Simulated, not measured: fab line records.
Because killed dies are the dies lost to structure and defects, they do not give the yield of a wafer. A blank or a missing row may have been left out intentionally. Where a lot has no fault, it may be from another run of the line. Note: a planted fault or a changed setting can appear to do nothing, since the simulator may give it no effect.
What tool caused it? | flow sky130 | 14 lots, 42 wafers sampled, at 5 steps of a route of 708

## WHAT THE GAUGES READ, wafer by wafer
SKY_FIELD_ISO_CD_MEAS_13: target cd 150 nm. Usual: 150.1 nm for cd nm, sd 1.6.
lot  | measured    | on        | cd nm (nm)        | flag
L283 | day 2 04:23 | cd sem-01 | 149.7 150.1 149.6 |
L284 | day 2 09:29 | cd sem-02 | 150.1 150.9 149.2 |
L285 | day 2 15:08 | cd sem-02 | 148.2 148.2 148.9 |
L286 | day 2 20:22 | cd sem-01 | 151.3 150.4 150.3 |
L287 | day 3 03:45 | cd sem-02 | 150.3 148.9 150.5 |
L289 | day 3 14:02 | cd sem-02 | 152.5 150.7 152.2 |
L290 | day 3 18:00 | cd sem-01 | 151.7 151.0 150.8 |
L291 | day 3 21:24 | cd sem-01 | 148.9 148.7 148.4 |
L292 | day 4 02:46 | cd sem-01 | 150.3 149.2 150.0 |
L293 | day 4 09:29 | cd sem-01 | 151.7 152.7 152.5 |
L302 | day 6 09:11 | cd sem-02 | 149.4 151.3 151.0 |
L304 | day 6 19:17 | cd sem-01 | 150.7 151.6 150.1 |
L305 | day 6 23:26 | cd sem-02 | 151.4 150.7 151.5 |
L306 | day 7 03:16 | cd sem-02 | 148.9 150.1 147.8 |

SKY_VT_ADJUST_LVTN_TW_MEAS_10. Usual: VT_ADJUST_LVTN_TW 240.4, standard deviation 2.9.
lot  | measured     | on            | VT_ADJUST_LVTN_TW | flag
L283 | day 6 19:56  | film metro-04 | 242.6 242.9 242.7 |
L284 | day 6 23:54  | film metro-01 | 237.0 237.7 237.9 |
L285 | day 7 09:23  | film metro-02 | 236.3 236.8 237.6 |
L286 | day 7 17:06  | film metro-04 | 243.4 243.8 243.4 |
L287 | day 7 23:53  | film metro-01 | 238.6 238.3 238.8 |
L289 | day 8 12:04  | film metro-04 | 243.8 246.1 245.2 |
L290 | day 8 16:18  | film metro-01 | 237.1 237.7 238.9 |
L291 | day 8 23:38  | film metro-01 | 237.8 236.7 237.5 |
L292 | day 9 06:38  | film metro-02 | 29.6 29.5 29.6    | OFF
L293 | day 9 12:41  | film metro-04 | 30.2 30.3 30.1    | OFF
L302 | day 12 01:44 | film metro-04 | 242.9 242.5 241.6 |
L304 | day 12 16:36 | film metro-04 | 241.9 242.6 242.0 |
L305 | day 13 00:50 | film metro-01 | 237.5 237.6 237.9 |
L306 | day 13 05:50 | film metro-01 | 237.3 236.0 237.2 |

SKY_POLY_GATE_OVL_MEAS_14. Usual: POLY_GATE_OVL 1 nm, standard deviation 5.7.
lot  | measured     | on         | POLY_GATE_OVL (nm) | flag
L283 | day 16 03:49 | overlay-01 | -4 5 -5            |
L284 | day 16 08:10 | overlay-01 | 6 -2 -1            |
L285 | day 16 19:01 | overlay-02 | -6 1 -2            |
L286 | day 17 11:41 | overlay-02 | 9 8 3              |
L287 | day 17 18:14 | overlay-02 | 3 5 9              |
L289 | day 18 09:58 | overlay-02 | -4 0 -1            |
L290 | day 18 17:43 | overlay-01 | -1 1 1             |
L291 | day 19 06:20 | overlay-02 | 9 -5 -1            |
L292 | day 19 13:46 | overlay-02 | 11 2 9             |
L293 | day 20 02:10 | overlay-02 | 1 1 0              |
L302 | day 23 13:04 | overlay-02 | 2 0 -2             |
L304 | day 24 05:52 | overlay-01 | 3 5 9              |
L305 | day 24 17:20 | overlay-02 | 7 11 8             |
L306 | day 24 22:46 | overlay-02 | 2 -2 0             |

## WHICH TOOL RAN EACH LOT (tool, then ch and the chambers of the sampled wafers, then the start)
lot  | SKY_VT_ADJUST_HVTP_STRIP_10          | SKY_VT_ADJUST_LVTN_STRIP_09
L283 | plasma asher-04 ch 0,1, day 6 00:30  | plasma asher-03 ch 0,1, day 6 19:50
L284 | plasma asher-04 ch 0,1, day 6 05:09  | plasma asher-04 ch 0,1, day 6 23:47
L285 | plasma asher-04 ch 0,1, day 6 13:31  | plasma asher-03 ch 0,1, day 7 09:17
L286 | plasma asher-04 ch 0,1, day 6 21:12  | plasma asher-01 ch 0,1, day 7 16:59
L287 | plasma asher-02 ch 0,1, day 7 03:55  | plasma asher-01 ch 0,1, day 7 23:47
L289 | plasma asher-04 ch 0,1, day 7 15:32  | plasma asher-01 ch 0,1, day 8 11:58
L290 | plasma asher-04 ch 0,1, day 7 19:38  | plasma asher-03 ch 0,1, day 8 16:13
L291 | plasma asher-04 ch 0,1, day 8 02:24  | plasma asher-01 ch 0,1, day 8 23:32
L292 | plasma asher-04 ch 0,1, day 8 09:14  | plasma asher-01 ch 0,1, day 9 06:32
L293 | plasma asher-01 ch 0,1, day 8 15:36  | plasma asher-03 ch 0,1, day 9 12:35
L302 | plasma asher-04 ch 0,1, day 11 01:28 | plasma asher-04 ch 0,1, day 12 01:38
L304 | plasma asher-01 ch 0,1, day 11 16:39 | plasma asher-04 ch 0,1, day 12 16:30
L305 | plasma asher-04 ch 0,1, day 12 00:21 | plasma asher-01 ch 1, day 13 00:44
L306 | plasma asher-01 ch 0,1, day 12 05:10 | plasma asher-04 ch 1, day 13 05:44
- SKY_VT_ADJUST_HVTP_STRIP_10: strips in O2/N2.
- SKY_VT_ADJUST_LVTN_STRIP_09: strips in O2/N2.

## AS READ BY THE TOOLS THEMSELVES (means over the sampled wafers that have a number; for cases with no such wafer, the mark the record gives instead)
SKY_VT_ADJUST_HVTP_STRIP_10. Usual: chamber pressure mTorr 1499.9 mTorr, standard deviation 1.3; drypump motor current A 5.6 A, standard deviation 0.5; oes product au 0.715 a.u., standard deviation 0.0041; strip time to endpoint s 14.18 s, standard deviation 0.042.
lot  | tool            | chamber pressure mTorr (mTorr) | drypump motor current A (A) | oes product au (a.u.) | strip time to endpoint s (s) | flag
L283 | plasma asher-04 | 1500.3                         | 5.4                         | 0.713                 | 14.18                        |
L284 | plasma asher-04 | 1498.6                         | 5.3                         | 0.719                 | 14.22                        |
L285 | plasma asher-04 | 1500.5                         | 5.4                         | 0.714                 | 14.26                        |
L286 | plasma asher-04 | 1498.1                         | 5.4                         | 0.717                 | 14.18                        |
L287 | plasma asher-02 | 1499.1                         | 6.0                         | 0.717                 | 14.18                        |
L289 | plasma asher-04 | 1498.8                         | 5.4                         | 0.715                 | 14.20                        |
L290 | plasma asher-04 | 1501.3                         | 5.4                         | 0.721                 | 14.15                        |
L291 | plasma asher-04 | 1501.5                         | 5.4                         | 0.715                 | 14.19                        |
L292 | plasma asher-04 | -                              | -                           | -                     | -                            | OFF
L293 | plasma asher-01 | -                              | -                           | -                     | -                            | OFF
L302 | plasma asher-04 | 1499.7                         | 5.4                         | 0.717                 | 14.18                        |
L304 | plasma asher-01 | 1499.9                         | 5.5                         | 0.714                 | 14.19                        |
L305 | plasma asher-04 | 1500.4                         | 5.4                         | 0.714                 | 14.21                        |
L306 | plasma asher-01 | 1500.2                         | 6.0                         | 0.716                 | 14.19                        |

SKY_VT_ADJUST_LVTN_STRIP_09. Usual: chamber pressure mTorr 1499.9 mTorr, standard deviation 1.4; drypump motor current A 5.8 A, standard deviation 0.66; oes product au 0.723 a.u., standard deviation 0.0048; strip time to endpoint s 36.91 s, standard deviation 0.097.
lot  | tool            | chamber pressure mTorr (mTorr) | drypump motor current A (A) | oes product au (a.u.) | strip time to endpoint s (s) | flag
L283 | plasma asher-03 | 1500.4                         | 6.2                         | 0.722                 | 36.97                        |
L284 | plasma asher-04 | 1500.1                         | 5.4                         | 0.724                 | 36.99                        |
L285 | plasma asher-03 | 1499.3                         | 6.4                         | 0.728                 | 36.96                        |
L286 | plasma asher-01 | 1499.0                         | 5.5                         | 0.724                 | 36.86                        |
L287 | plasma asher-01 | 1499.5                         | 5.5                         | 0.724                 | 36.90                        |
L289 | plasma asher-01 | 1500.6                         | 5.5                         | 0.722                 | 36.99                        |
L290 | plasma asher-03 | 1498.9                         | 6.2                         | 0.722                 | 37.06                        |
L291 | plasma asher-01 | 1500.3                         | 6.0                         | 0.721                 | 36.97                        |
L292 | plasma asher-01 | 1500.3                         | 5.5                         | 0.730                 | 53.67                        | OFF
L293 | plasma asher-03 | 1500.8                         | 6.2                         | 0.725                 | 53.78                        | OFF
L302 | plasma asher-04 | 1499.7                         | 5.4                         | 0.722                 | 36.89                        |
L304 | plasma asher-04 | 1499.1                         | 5.4                         | 0.726                 | 36.88                        |
L305 | plasma asher-01 | 1500.0                         | 5.0                         | 0.723                 | 36.72                        |
L306 | plasma asher-04 | 1498.4                         | 5.5                         | 0.722                 | 36.93                        |

## THE ANSWER, worked out from the rows above alone
Rule: a lot counts as off when the mean over its wafers that have a number is more than 3 standard deviations away from the usual mean. Also off: a lot with no number at a reading for which 4 or more lots have one. Any other lot the step has rows for is counted as sound. The gauges are gone through in route order, then the tools' own readings, and for those a lot's mean is taken as printed above. The first step at which some lot is off is used, and at that step the reading that is off furthest; a lot without a number counts as furthest.
Off: L292, L293, seen at SKY_VT_ADJUST_LVTN_TW_MEAS_10 (VT_ADJUST_LVTN_TW).
If a tool, at a process step before that reading, ran all the lots that are off and no sound lot after the first of them, it fits. Not tried: the gauges at SKY_VT_ADJUST_LVTN_TW_MEAS_10; whatever is off there is also off at SKY_VT_ADJUST_HVTP_STRIP_10, on other tools, and gauge error can't account for it. Not one of the candidates tried fits.

## WHAT HAD BEEN PUT IN BY THE SIMULATOR
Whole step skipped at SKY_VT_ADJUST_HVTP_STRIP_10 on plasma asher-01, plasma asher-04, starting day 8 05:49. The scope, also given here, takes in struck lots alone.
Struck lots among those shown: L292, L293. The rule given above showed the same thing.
